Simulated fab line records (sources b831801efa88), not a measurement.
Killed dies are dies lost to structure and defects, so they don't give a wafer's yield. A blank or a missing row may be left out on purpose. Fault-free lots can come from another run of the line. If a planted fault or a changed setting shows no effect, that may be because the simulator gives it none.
fab line records	flow sky130
record lots=24	wafers=72	last-day=51
route steps=708 shown METAL3@564 VIA3@595 METAL5@664 PASSIVATION@681
lots that met no fault: from a run of the same line without faults
start-h: start of the lot's first displayed wafer, in hours after the record's first day	wait-h: time in hours since the lot's previous step	" repeats the value in the row above	L1.1+2: one row covering several wafers at once	- no value, or no start was given	* or withheld: withheld	< > ~ a bound
route shown NAME@n: a module of which the file shows steps, and the number in the route of the first	usual: mean/standard deviation of fault-free wafers	same: alike in all rows	chamber/n: place in a boat	sites: each site's reading	_std_site: how widely they spread, as a standard deviation	_edge_site: inner sites' mean taken away from outer sites' mean	radius-mm: how far each site lies from the wafer's centre	mask NAME#n: copy n	behind: the last tool/chamber to shape the wafer	hold: why the lot was held/for how many hours/how that ended	device: whichever transistor did not switch (one of n, p or np)	end of line: tests run on the same wafers once the route is complete	for a step that has no rows: nothing shown but its recipe	killed: dies lost to structure and defects at the first sort, not the wafer's yield	map: a wafer's dies, x killed, . not, _ none there
set.NAME: the run value of the setting; set.NAME@STEP: its run value at that earlier step	model.NAME: the simulator's own value behind a step, which no gauge read
route steps across a sampled set of lots; one table per step, one row per wafer
services: the hour from which a tool's chamber was out of use, counted from the record's first day as start-h (under 0 if before that day), plus the number of hours and why
## steps
# step SKY_METAL3_OVL_MEAS_14
# usual METAL3_OVL=2/5
lot.wafer	tool	chamber	start-h	wait-h	METAL3_OVL[nm]
L074.2	overlay-01	-	925.24	0.1	2
L074.4	"	-	"	"	1
L074.5	"	-	"	"	1
L076.1	overlay-01	-	935.17	0.1	4
L076.4	"	-	"	"	7
L076.6	"	-	"	"	14
L075.1	overlay-01	-	935.82	0.1	-6
L075.3	"	-	"	"	-2
L075.4	"	-	"	"	1
L077.1	overlay-01	-	949.07	0.1	-2
L077.2	"	-	"	"	4
L077.6	"	-	"	"	3
L078.1	overlay-02	-	955.74	0.1	2
L078.4	"	-	"	"	3
L078.6	"	-	"	"	10
L079.4	overlay-02	-	958.94	0.1	-2
L079.5	"	-	"	"	6
L079.6	"	-	"	"	-2
L080.3	overlay-02	-	963.08	0.1	4
L080.5	"	-	"	"	5
L080.6	"	-	"	"	0
L081.3	overlay-01	-	977.93	0.1	1
L081.4	"	-	"	"	0
L081.6	"	-	"	"	-5
L082.1	overlay-01	-	982.97	0.1	-1
L082.2	"	-	"	"	2
L082.3	"	-	"	"	8
L083.2	overlay-01	-	989.39	0.1	11
L083.3	"	-	"	"	-1
L083.4	"	-	"	"	3
L084.2	overlay-01	-	997.04	0.1	5
L084.3	"	-	"	"	-5
L084.6	"	-	"	"	4
L085.1	overlay-01	-	1003.94	0.1	-3
L085.2	"	-	"	"	2
L085.3	"	-	"	"	-1
L086.2	overlay-02	-	1004.64	0.1	6
L086.4	"	-	"	"	9
L086.6	"	-	"	"	7
L087.1	overlay-02	-	1013.72	0.1	-3
L087.2	"	-	"	"	-10
L087.5	"	-	"	"	-4
L088.3	overlay-02	-	1024.38	0.1	-3
L088.5	"	-	"	"	6
L088.6	"	-	"	"	4
L089.2	overlay-01	-	1029.63	0.1	9
L089.3	"	-	"	"	10
L089.6	"	-	"	"	8
L090.2	overlay-01	-	1040.72	0.1	7
L090.4	"	-	"	"	-1
L090.5	"	-	"	"	-2
L091.1	overlay-01	-	1046.22	0.1	-3
L091.2	"	-	"	"	-3
L091.5	"	-	"	"	-4
L092.3	overlay-02	-	1046.80	0.1	-2
L092.4	"	-	"	"	6
L092.5	"	-	"	"	1
L093.1	overlay-01	-	1051.12	0.1	7
L093.3	"	-	"	"	4
L093.6	"	-	"	"	-1
L094.1	overlay-02	-	1058.29	0.1	1
L094.2	"	-	"	"	-4
L094.3	"	-	"	"	-1
L095.1	overlay-02	-	1066.92	0.1	7
L095.4	"	-	"	"	2
L095.6	"	-	"	"	5
L096.3	overlay-02	-	1068.49	0.1	4
L096.5	"	-	"	"	10
L096.6	"	-	"	"	11
L097.2	overlay-02	-	1072.48	0.1	9
L097.3	"	-	"	"	-2
L097.6	"	-	"	"	-2
# step SKY_METAL3_DESCUM_15
# recipe chemistry=O2	source-power-w=150	bias-power-w=0	pressure-mtorr=10	temp-c=40	time-s=8
# usual drypump-motor-current-A=5.7/0.7	oes-product-au=1.003/0.0089
# same bias-power-w=0
lot.wafer	tool	chamber	start-h	wait-h	drypump-motor-current-A	oes-product-au	rf-hours-counter-h
L074.2	rie-metal-03	0	925.27	0.0	4.8	1.002	15
L074.4	"	1	"	"	5.6	1.013	-
L074.5	"	0	"	"	4.8	1.007	-
L076.1	rie-metal-04	1	935.21	0.0	6.5	0.996	9
L076.4	"	1	"	"	6.5	1.007	-
L076.6	"	0	"	"	5.0	0.991	-
L075.1	rie-metal-03	0	935.85	0.0	4.8	1.009	16
L075.3	"	1	"	"	5.6	1.012	-
L075.4	"	0	"	"	4.8	1.007	-
L077.1	rie-metal-01	1	949.10	0.0	6.1	0.993	8
L077.2	"	0	"	"	6.7	0.997	11
L077.6	"	1	"	"	6.1	0.988	-
L078.1	rie-metal-04	1	955.77	0.0	6.5	0.996	10
L078.4	"	1	"	"	6.4	1.011	-
L078.6	"	0	"	"	5.0	1.002	-
L079.4	rie-metal-04	1	958.97	0.0	6.5	1.010	-
L079.5	"	1	"	"	6.5	1.008	-
L079.6	"	0	"	"	5.0	0.997	-
L080.3	rie-metal-01	1	963.12	0.0	6.1	0.997	-
L080.5	"	1	"	"	6.1	0.995	-
L080.6	"	0	"	"	6.7	1.009	-
L081.3	rie-metal-04	0	977.97	0.0	5.0	0.978	-
L081.4	"	1	"	"	6.4	0.999	-
L081.6	"	1	"	"	6.5	1.000	-
L082.1	rie-metal-03	1	983.00	0.0	5.6	1.022	7
L082.2	"	0	"	"	4.8	1.012	18
L082.3	"	1	"	"	5.6	1.008	-
L083.2	rie-metal-04	1	989.42	0.0	6.4	1.011	12
L083.3	"	1	"	"	6.5	1.020	-
L083.4	"	0	"	"	5.0	0.994	-
L084.2	rie-metal-04	0	997.07	0.0	5.0	0.987	4
L084.3	"	0	"	"	5.0	0.992	-
L084.6	"	1	"	"	6.4	1.001	-
L085.1	rie-metal-01	0	1003.98	0.0	6.7	1.009	14
L085.2	"	1	"	"	6.1	1.002	12
L085.3	"	0	"	"	6.6	1.009	-
L086.2	rie-metal-03	0	1004.67	0.0	4.8	1.008	19
L086.4	"	0	"	"	4.8	1.020	-
L086.6	"	0	"	"	4.8	1.010	-
L087.1	rie-metal-04	0	1013.76	0.0	5.0	0.996	5
L087.2	"	1	"	"	6.5	1.013	13
L087.5	"	1	"	"	6.5	1.006	-
L088.3	rie-metal-03	0	1024.41	0.0	4.9	1.008	-
L088.5	"	0	"	"	4.8	0.997	-
L088.6	"	1	"	"	5.6	1.010	-
L089.2	rie-metal-01	1	1029.66	0.0	6.1	1.001	13
L089.3	"	0	"	"	6.6	1.004	-
L089.6	"	1	"	"	6.1	0.996	-
L090.2	rie-metal-04	0	1040.75	0.0	5.0	1.002	6
L090.4	"	0	"	"	5.0	0.991	-
L090.5	"	1	"	"	6.5	1.011	-
L091.1	rie-metal-01	0	1046.25	0.0	6.7	1.013	16
L091.2	"	1	"	"	6.1	0.998	14
L091.5	"	0	"	"	6.7	1.009	-
L092.3	rie-metal-03	0	1046.83	0.0	4.8	1.002	-
L092.4	"	1	"	"	5.6	0.998	-
L092.5	"	0	"	"	4.8	1.010	-
L093.1	rie-metal-03	0	1051.16	0.0	4.8	1.004	22
L093.3	"	0	"	"	4.8	1.004	-
L093.6	"	1	"	"	5.6	1.012	-
L094.1	rie-metal-04	1	1058.32	0.0	6.4	1.013	16
L094.2	"	0	"	"	5.0	1.003	7
L094.3	"	1	"	"	6.4	1.007	-
L095.1	rie-metal-04	0	1066.96	0.0	5.0	0.983	8
L095.4	"	1	"	"	6.5	0.996	-
L095.6	"	1	"	"	6.5	0.999	-
L096.3	rie-metal-03	0	1068.52	0.0	4.8	1.005	-
L096.5	"	1	"	"	5.6	1.005	-
L096.6	"	0	"	"	4.8	1.008	-
L097.2	rie-metal-03	0	1072.51	0.0	4.8	0.999	23
L097.3	"	1	"	"	5.6	1.000	-
L097.6	"	0	"	"	4.8	1.004	-
# step SKY_VIA3_RS_MEAS_22
# recipe thk-meas-gauge=four-point-probe	reads=W_of_VIA3_CVD_21+TiN_of_VIA3_SPUTTER_20
# usual VIA3_W_RS=0.293/0.0038
lot.wafer	tool	chamber	start-h	wait-h	VIA3_W_RS[ohm/sq]
L074.2	film-metro-04	-	952.79	0.1	0.294
L074.4	"	-	"	"	0.286
L074.5	"	-	"	"	0.290
L076.1	film-metro-01	-	962.70	0.1	0.293
L076.4	"	-	"	"	0.299
L076.6	"	-	"	"	0.293
L075.1	film-metro-03	-	963.40	0.1	0.292
L075.3	"	-	"	"	0.290
L075.4	"	-	"	"	0.295
L077.1	film-metro-03	-	976.90	0.1	0.292
L077.2	"	-	"	"	0.298
L077.6	"	-	"	"	0.294
L078.1	film-metro-04	-	983.30	0.1	0.296
L078.4	"	-	"	"	0.286
L078.6	"	-	"	"	0.289
L079.4	film-metro-04	-	985.89	0.1	0.294
L079.5	"	-	"	"	0.290
L079.6	"	-	"	"	0.293
L080.3	film-metro-03	-	990.15	0.1	0.291
L080.5	"	-	"	"	0.293
L080.6	"	-	"	"	0.296
L081.3	film-metro-04	-	1005.45	0.1	0.294
L081.4	"	-	"	"	0.295
L081.6	"	-	"	"	0.295
L082.1	film-metro-04	-	1010.07	0.1	0.284
L082.2	"	-	"	"	0.290
L082.3	"	-	"	"	0.292
L083.2	film-metro-03	-	1016.42	0.1	0.290
L083.3	"	-	"	"	0.293
L083.4	"	-	"	"	0.289
L084.2	film-metro-04	-	1023.65	0.1	0.298
L084.3	"	-	"	"	0.298
L084.6	"	-	"	"	0.297
L085.1	film-metro-01	-	1029.93	0.1	0.294
L085.2	"	-	"	"	0.295
L085.3	"	-	"	"	0.296
L086.2	film-metro-04	-	1030.28	0.1	0.298
L086.4	"	-	"	"	0.298
L086.6	"	-	"	"	0.297
L087.1	film-metro-04	-	1040.64	0.1	0.297
L087.2	"	-	"	"	0.299
L087.5	"	-	"	"	0.299
L088.3	film-metro-01	-	1050.04	0.1	0.295
L088.5	"	-	"	"	0.297
L088.6	"	-	"	"	0.289
L089.2	film-metro-04	-	1054.96	0.1	0.295
L089.3	"	-	"	"	0.292
L089.6	"	-	"	"	0.290
L090.2	film-metro-03	-	1065.71	0.1	0.292
L090.4	"	-	"	"	0.295
L090.5	"	-	"	"	0.292
L091.1	film-metro-04	-	1071.66	0.1	0.297
L091.2	"	-	"	"	0.292
L091.5	"	-	"	"	0.293
L092.3	film-metro-04	-	1073.00	0.1	0.285
L092.4	"	-	"	"	0.292
L092.5	"	-	"	"	0.289
L093.1	film-metro-04	-	1076.08	0.1	0.291
L093.3	"	-	"	"	0.300
L093.6	"	-	"	"	0.296
L094.1	film-metro-04	-	1083.05	0.1	0.295
L094.2	"	-	"	"	0.290
L094.3	"	-	"	"	0.298
L095.1	film-metro-03	-	1091.85	0.1	0.298
L095.4	"	-	"	"	0.293
L095.6	"	-	"	"	0.295
L096.3	film-metro-04	-	1092.44	0.1	0.296
L096.5	"	-	"	"	0.291
L096.6	"	-	"	"	0.297
L097.2	film-metro-03	-	1096.62	0.1	0.296
L097.3	"	-	"	"	0.298
L097.6	"	-	"	"	0.291
# step SKY_VIA3_CMP_24
# recipe stop-on=SiO2	t-overpolish-s=20	down-force-psi=3.5	platen-rpm=60	target-thk-nm=0	pad-velocity-m-s=0.94248
# usual motor-current-A=11.3/1.1	overpolish-run-s=20.000/0.0093	platen-rpm=60.00/0.038	time-to-endpoint-s=96/3.6
lot.wafer	tool	chamber	start-h	wait-h	motor-current-A	overpolish-run-s	platen-rpm	time-to-endpoint-s
L074.4	cmp-02	2	953.08	0.2	10.7	19.995	60.08	95
L074.2	"	0	"	"	8.7	19.999	60.01	92
L074.5	"	3	"	"	14.0	19.992	60.02	95
L076.1	cmp-01	3	962.88	0.1	11.6	20.006	60.01	100
L076.4	"	1	"	"	11.0	20.003	60.01	94
L076.6	"	0	"	"	10.5	20.003	60.00	93
L075.1	cmp-01	0	963.58	0.1	10.8	20.016	59.97	96
L075.3	"	1	"	"	11.8	19.983	60.01	89
L075.4	"	3	"	"	11.6	19.995	59.98	93
L077.1	cmp-02	0	977.08	0.1	8.5	19.995	59.98	100
L077.2	"	3	"	"	13.3	19.982	60.04	99
L077.6	"	0	"	"	8.3	19.997	60.00	101
L078.1	cmp-01	1	983.48	0.1	11.5	20.019	60.03	93
L078.4	"	3	"	"	11.1	20.009	60.00	104
L078.6	"	2	"	"	11.3	20.001	60.01	101
L079.4	cmp-01	1	986.06	0.1	11.2	20.005	60.04	92
L079.6	"	0	"	"	10.9	19.985	60.03	95
L079.5	"	1	"	"	11.9	20.001	60.02	93
L080.3	cmp-01	0	990.29	0.0	10.7	19.991	60.04	94
L080.5	"	0	"	"	10.8	20.005	60.00	97
L080.6	"	1	"	"	12.0	19.995	59.97	92
L081.3	cmp-02	0	1005.59	0.0	8.5	20.001	60.04	98
L081.4	"	3	"	"	13.2	19.988	59.98	95
L081.6	"	1	"	"	11.6	20.011	60.00	93
L082.3	cmp-02	2	1010.25	0.0	11.7	19.995	60.03	101
L082.2	"	3	"	"	13.8	20.009	59.95	100
L082.1	"	0	"	"	8.4	20.016	60.01	101
L083.4	cmp-01	0	1016.58	0.0	10.9	20.008	59.95	98
L083.2	"	1	"	"	11.0	20.008	59.99	99
L083.3	"	2	"	"	10.9	19.994	59.94	97
L084.3	cmp-02	2	1023.81	0.0	11.2	19.997	60.04	93
L084.2	"	0	"	"	8.3	20.000	60.01	94
L084.6	"	2	"	"	11.1	19.982	60.04	95
L085.2	cmp-01	2	1030.11	0.0	11.6	19.996	59.96	97
L085.1	"	3	"	"	11.8	20.012	59.92	100
L085.3	"	1	"	"	11.4	20.001	60.00	95
L086.4	cmp-01	3	1030.44	0.0	11.5	20.022	60.08	99
L086.2	"	1	"	"	11.9	20.007	60.03	91
L086.6	"	0	"	"	10.9	19.978	60.04	97
L087.1	cmp-01	0	1040.97	0.2	11.4	20.006	60.02	94
L087.2	"	1	"	"	12.0	19.998	59.93	95
L087.5	"	3	"	"	11.8	19.992	59.98	96
L088.3	cmp-01	3	1050.28	0.1	11.7	20.000	60.00	97
L088.5	"	1	"	"	11.0	20.006	59.88	90
L088.6	"	2	"	"	11.8	19.992	60.05	97
L089.2	cmp-02	1	1055.17	0.1	11.7	19.980	60.04	102
L089.3	"	3	"	"	13.3	20.003	59.95	104
L089.6	"	0	"	"	8.4	19.999	59.97	100
L090.4	cmp-02	1	1065.87	0.0	11.6	20.010	59.98	101
L090.2	"	0	"	"	8.7	20.009	59.94	99
L090.5	"	2	"	"	11.1	20.004	59.98	102
L091.1	cmp-01	1	1071.84	0.1	11.5	19.990	60.05	93
L091.2	"	2	"	"	11.4	19.997	60.02	97
L091.5	"	2	"	"	11.2	19.999	60.04	95
L092.3	cmp-01	2	1073.14	0.0	11.8	19.993	60.02	99
L092.4	"	1	"	"	11.7	19.994	60.04	96
L092.5	"	3	"	"	12.0	20.003	60.04	106
L093.3	cmp-01	0	1076.36	0.1	10.4	19.986	59.95	94
L093.1	"	1	"	"	11.6	20.007	59.98	94
L093.6	"	2	"	"	10.7	19.992	60.00	96
L094.1	cmp-01	3	1083.23	0.1	11.6	19.995	59.98	99
L094.3	"	1	"	"	11.7	20.002	60.05	93
L094.2	"	2	"	"	11.3	19.995	60.01	96
L095.1	cmp-01	0	1092.12	0.1	10.8	19.993	60.00	92
L095.4	"	2	"	"	10.6	19.980	59.95	97
L095.6	"	0	"	"	10.8	20.011	60.01	96
L096.3	cmp-02	2	1092.63	0.1	10.6	20.007	60.00	93
L096.5	"	1	"	"	11.9	20.005	60.00	92
L096.6	"	2	"	"	10.8	19.995	59.98	93
L097.3	cmp-02	2	1097.07	0.3	10.2	20.018	60.00	92
L097.2	"	0	"	"	8.6	19.991	59.98	91
L097.6	"	2	"	"	11.0	19.997	60.04	94
# step SKY_METAL5_SPUTTER_03
# recipe material=Ti	target-thk-nm=5	power-w=3000	time-s=3.3	chamber-pressure-pa=0.4
# usual throttle-valve-pct=29.5/0.83
lot.wafer	tool	chamber	start-h	wait-h	throttle-valve-pct
L074.2	pvd-sputter-03	-	1030.64	0.0	30.9
L074.4	"	-	"	"	29.3
L074.5	"	-	"	"	29.4
L076.1	pvd-sputter-02	-	1037.11	0.0	29.4
L076.4	"	-	"	"	28.9
L076.6	"	-	"	"	29.6
L075.1	pvd-sputter-03	-	1039.38	0.0	30.6
L075.3	"	-	"	"	29.9
L075.4	"	-	"	"	29.1
L077.1	pvd-sputter-03	-	1052.12	0.0	29.7
L077.2	"	-	"	"	29.3
L077.6	"	-	"	"	30.8
L078.1	pvd-sputter-04	-	1058.64	0.0	30.6
L078.4	"	-	"	"	28.9
L078.6	"	-	"	"	28.8
L079.4	pvd-sputter-03	-	1059.98	0.0	30.9
L079.5	"	-	"	"	29.7
L079.6	"	-	"	"	29.2
L080.3	pvd-sputter-04	-	1064.85	0.0	29.2
L080.5	"	-	"	"	30.4
L080.6	"	-	"	"	29.9
L081.3	pvd-sputter-04	-	1078.03	0.0	29.1
L081.4	"	-	"	"	30.3
L081.6	"	-	"	"	29.2
L082.1	pvd-sputter-04	-	1082.85	0.0	29.1
L082.2	"	-	"	"	30.1
L082.3	"	-	"	"	30.3
L083.2	pvd-sputter-02	-	1088.81	0.0	27.7
L083.3	"	-	"	"	30.6
L083.4	"	-	"	"	29.5
L084.2	pvd-sputter-02	-	1094.76	0.0	29.2
L084.3	"	-	"	"	27.8
L084.6	"	-	"	"	30.5
L085.1	pvd-sputter-02	-	1100.64	0.0	29.2
L085.2	"	-	"	"	30.5
L085.3	"	-	"	"	27.7
L086.2	pvd-sputter-02	-	1101.51	0.0	27.8
L086.4	"	-	"	"	29.8
L086.6	"	-	"	"	29.0
L087.1	pvd-sputter-04	-	1110.12	0.0	29.0
L087.2	"	-	"	"	30.5
L087.5	"	-	"	"	30.5
L088.3	pvd-sputter-03	-	1118.69	0.0	30.8
L088.5	"	-	"	"	30.8
L088.6	"	-	"	"	29.2
L089.2	pvd-sputter-03	-	1123.92	0.0	29.0
L089.3	"	-	"	"	29.6
L089.6	"	-	"	"	30.6
L090.2	pvd-sputter-02	-	1134.29	0.0	28.9
L090.4	"	-	"	"	27.7
L090.5	"	-	"	"	29.2
L091.1	pvd-sputter-04	-	1139.19	0.0	28.8
L091.2	"	-	"	"	30.4
L091.5	"	-	"	"	29.0
L092.3	pvd-sputter-02	-	1139.84	0.0	30.5
L092.4	"	-	"	"	27.5
L092.5	"	-	"	"	29.6
L093.1	pvd-sputter-02	-	1143.30	0.0	30.4
L093.3	"	-	"	"	27.6
L093.6	"	-	"	"	30.8
L094.1	pvd-sputter-04	-	1150.10	0.0	30.4
L094.2	"	-	"	"	29.1
L094.3	"	-	"	"	28.7
L095.1	pvd-sputter-03	-	1156.60	0.0	29.8
L095.4	"	-	"	"	29.4
L095.6	"	-	"	"	29.9
L096.3	pvd-sputter-02	-	1158.32	0.0	30.4
L096.5	"	-	"	"	29.5
L096.6	"	-	"	"	30.5
L097.2	pvd-sputter-04	-	1160.74	0.0	30.4
L097.3	"	-	"	"	29.0
L097.6	"	-	"	"	30.3
# step SKY_PASSIVATION_CVD_00
# recipe material=SiO2	target-thk-nm=90	temp-c=400	time-s=withheld	rf-w=600
# usual heater-power-w=674/75
lot.wafer	tool	chamber	start-h	wait-h	heater-power-w
L074.2	pecvd-01	2	1053.34	0.0	771
L074.4	"	2	"	"	768
L074.5	"	0	"	"	689
L076.1	pecvd-04	2	1060.43	0.0	635
L076.4	"	0	"	"	711
L076.6	"	1	"	"	722
L075.1	pecvd-01	2	1062.50	0.0	744
L075.3	"	1	"	"	646
L075.4	"	2	"	"	759
L077.1	pecvd-01	1	1075.18	0.0	616
L077.2	"	0	"	"	579
L077.6	"	2	"	"	647
L078.1	pecvd-04	0	1081.88	0.0	824
L078.4	"	2	"	"	536
L078.6	"	1	"	"	701
L079.4	pecvd-01	0	1083.09	0.0	616
L079.5	"	2	"	"	722
L079.6	"	1	"	"	638
L080.3	pecvd-01	1	1087.80	0.0	590
L080.5	"	2	"	"	724
L080.6	"	0	"	"	662
L081.3	pecvd-01	2	1100.51	0.0	759
L081.4	"	2	"	"	784
L081.6	"	0	"	"	703
L082.1	pecvd-03	1	1105.06	0.0	587
L082.2	"	0	"	"	775
L082.3	"	2	"	"	652
L083.2	pecvd-04	0	1110.43	0.0	832
L083.3	"	2	"	"	566
L083.4	"	0	"	"	819
L084.2	pecvd-03	0	1116.43	0.0	777
L084.3	"	1	"	"	687
L084.6	"	1	"	"	533
L085.1	pecvd-03	1	1122.41	0.0	640
L085.2	"	2	"	"	713
L085.3	"	0	"	"	795
L086.2	pecvd-04	1	1122.48	0.0	670
L086.4	"	0	"	"	822
L086.6	"	2	"	"	594
L087.1	pecvd-04	0	1131.29	0.0	711
L087.2	"	1	"	"	608
L087.5	"	1	"	"	628
L088.3	pecvd-01	0	1139.61	0.0	623
L088.5	"	2	"	"	678
L088.6	"	1	"	"	634
L089.2	pecvd-01	1	1144.66	0.0	656
L089.3	"	0	"	"	705
L089.6	"	1	"	"	657
L090.2	pecvd-04	1	1154.23	0.0	750
L090.4	"	2	"	"	513
L090.5	"	0	"	"	825
L091.1	pecvd-01	0	1158.53	0.0	688
L091.2	"	2	"	"	704
L091.5	"	1	"	"	590
L092.3	pecvd-03	0	1159.32	0.0	687
L092.4	"	0	"	"	678
L092.5	"	1	"	"	574
L093.1	pecvd-01	2	1162.97	0.0	667
L093.3	"	1	"	"	655
L093.6	"	2	"	"	657
L094.1	pecvd-01	2	1169.22	0.0	731
L094.2	"	0	"	"	612
L094.3	"	1	"	"	606
L095.1	pecvd-03	2	1175.27	0.0	619
L095.4	"	1	"	"	564
L095.6	"	2	"	"	647
L096.3	pecvd-03	1	1176.97	0.0	650
L096.5	"	1	"	"	622
L096.6	"	2	"	"	681
L097.2	pecvd-04	2	1179.52	0.0	622
L097.3	"	0	"	"	742
L097.6	"	1	"	"	642
## services
tool	chamber	start-h	hours	kind
cmp-01	-	912.00	4.0	pm
cmp-01	-	930.00	1.3	repair
cmp-01	-	949.49	3.7	repair
rie-metal-03	-	964.00	2.8	pm
cmp-02	-	966.63	0.8	repair
pvd-sputter-02	-	969.60	1.2	repair
cmp-01	-	980.13	2.3	repair
cmp-02	-	996.82	0.4	repair
cmp-02	-	997.22	6.5	pm
pvd-sputter-02	-	1010.82	1.4	repair
rie-metal-03	-	1018.82	2.4	repair
rie-metal-03	-	1035.84	0.3	repair
cmp-01	-	1047.07	0.5	repair
cmp-01	-	1063.15	8.4	pm
cmp-02	-	1084.00	4.0	pm
rie-metal-04	1	1084.76	22.3	repair
cmp-02	-	1089.97	0.2	repair
cmp-02	-	1091.01	1.2	repair
cmp-01	-	1103.97	0.9	repair
pvd-sputter-02	-	1104.95	2.0	repair
cmp-01	-	1113.85	1.1	repair
cmp-01	-	1137.91	0.8	repair
cmp-01	-	1143.12	8.5	repair
cmp-01	-	1153.51	5.4	repair
## key
fault none
